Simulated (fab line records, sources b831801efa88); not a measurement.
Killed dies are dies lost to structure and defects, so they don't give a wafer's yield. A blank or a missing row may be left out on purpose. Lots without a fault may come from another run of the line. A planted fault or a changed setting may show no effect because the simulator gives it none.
A struck lot beside a sound one | flow sky130 | 17 steps out of a route of 708
Sound: wafers L813.3, L813.5, L813.6. Struck: wafers L818.1, L818.3, L818.6. The cause comes at the end.
At each step with rows: each side's tool, then ch and its chambers, then its first start. Under that, the readings that differ: sound wafers | struck wafers | difference of the means | sigmas: that difference in standard deviations of wafers without a fault.
alike: readings whose means differ by less than 2 such deviations, and words and numbers that are the same on both sides. not compared: withheld readings, readings that some wafer has no value for, bounds like >300 that may hide the same value, and numbers for which the record gives no deviation and whose values overlap.
The two part at a step that has a row with sigmas, a row that says differs or no value, or rows on one side only. Numbers that don't overlap but have no deviation are shown without sigmas and don't part them. A reading that every wafer of one side lacks parts them only if that side has two wafers or more.

SKY_LDD_P_OVL_MEAS_08:
  sound on overlay-02, day 19 23:58; struck on overlay-02, day 21 21:11
  alike: LDD_P_OVL
then, 1 step without rows for these wafers: SKY_LDD_P_IMPLANT_09.
SKY_LDD_P_STRIP_10: strips in O2/N2.
  sound on plasma_asher-03 ch 0,1, day 20 00:10; struck on plasma_asher-04 ch 0,1, day 21 21:23
  alike: drypump_motor_current_A, oes_product_au, strip_time_to_endpoint_s
  not compared: rf_hours_counter_h
SKY_LDD_P_TW_MEAS_11:
  sound on film_metro-04, day 20 00:15; struck on film_metro-01, day 21 21:29
  alike: LDD_P_TW
then, 7 steps without rows for these wafers: SKY_LDD_HVN_DEHYDRATE_00 (time 60 s); SKY_LDD_HVN_HMDS_01 (prime time 60 s); SKY_LDD_HVN_COAT_02 (resist thk 300 nm); SKY_LDD_HVN_SOFTBAKE_03 (time 60 s); SKY_LDD_HVN_EXPOSE_04 (exposes mask HVNTM, target cd 700 nm); SKY_LDD_HVN_PEB_05; SKY_LDD_HVN_DEVELOP_06 (develop time 60 s).
SKY_LDD_HVN_OVL_MEAS_07:
  sound on overlay-01, day 21 06:32; struck on overlay-02, day 23 03:04
  alike: LDD_HVN_OVL
SKY_LDD_HVN_IMPLANT_08:
  sound on implanter-01 ch 0, day 21 06:37; struck on implanter-02 ch 0, day 23 03:26
SKY_LDD_HVN_STRIP_09: strips in O2/N2.
  sound on plasma_asher-03 ch 0,1, day 21 06:44; struck on plasma_asher-04 ch 0,1, day 23 03:35
  alike: drypump_motor_current_A, oes_product_au, strip_time_to_endpoint_s
  not compared: rf_hours_counter_h
SKY_LDD_HVN_TW_MEAS_10:
  sound on film_metro-01, day 21 06:50; struck on film_metro-03, day 23 03:41
  reading    | sound          | struck         | difference | sigmas
  LDD_HVN_TW | 1429 1426 1430 | 1814 1816 1816 | +387       | +20
then, 1 step without rows for these wafers: SKY_LDD_HVP_DEHYDRATE_00 (time 60 s).
-- the record jumps here: 25 days lie between the struck wafers' starts before and after (it left off in module LDD_HVP and takes up again in module PAD_OPEN, whose first step shown is number 708 of the route) --
SKY_PAD_OPEN_PROBE_99:
  sound on prober-01, day 46 07:08; struck on prober-01, day 47 17:52
  reading                                  | sound                | struck               | difference | sigmas
  model.etest.tip_n_5v.rs_ohm_sq           | 1395 1391 1386       | 845.4 851.4 845.4    | -543.3     |
  model.etest.nfet_g5v0d10v5.r_on_ohm_um   | 1864 1868 1858       | 1697 1693 1715       | -162       |
  model.etest.nfet_g5v0d10v5.drive_ua_um   | 614 614.1 604.8      | 666.3 655.3 668.7    | +52.5      |
  model.etest.nfet_05v0_nvt.drive_ua_um    | 577.1 575.1 572.3    | 606.5 598.7 605.8    | +28.8      |
  model.etest.res_ndiff_hv.rs_ohm_sq       | 114.2 113.1 114.3    | 110.6 110.6 110.9    | -3.2       |
  model.etest.ring_5v.delay_ps             | 44.01 44.49 44.41    | 43.48 43.22 43.12    | -1.03      |
  model.etest.nfet_05v0_nvt.off_log10_a_um | -11.16 -11 -10.97    | -10.75 -10.89 -10.89 | +0.20      |
  model.etest.nfet_g5v0d10v5.vt_sat_v (V)  | 0.7613 0.7561 0.7644 | 0.668 0.6749 0.6661  | -0.091     |
  alike: killed_at_M0_to_M3, killed_at_M4_up, killed_at_contacts, killed_at_front_end, killed_at_other, killed_dies, killed_open, killed_short

WHERE THEY PART
Only at SKY_LDD_HVN_TW_MEAS_10, within this record. Later steps at which nothing parts them and some readings are alike: SKY_PAD_OPEN_PROBE_99.

WHY: what the simulator had put in
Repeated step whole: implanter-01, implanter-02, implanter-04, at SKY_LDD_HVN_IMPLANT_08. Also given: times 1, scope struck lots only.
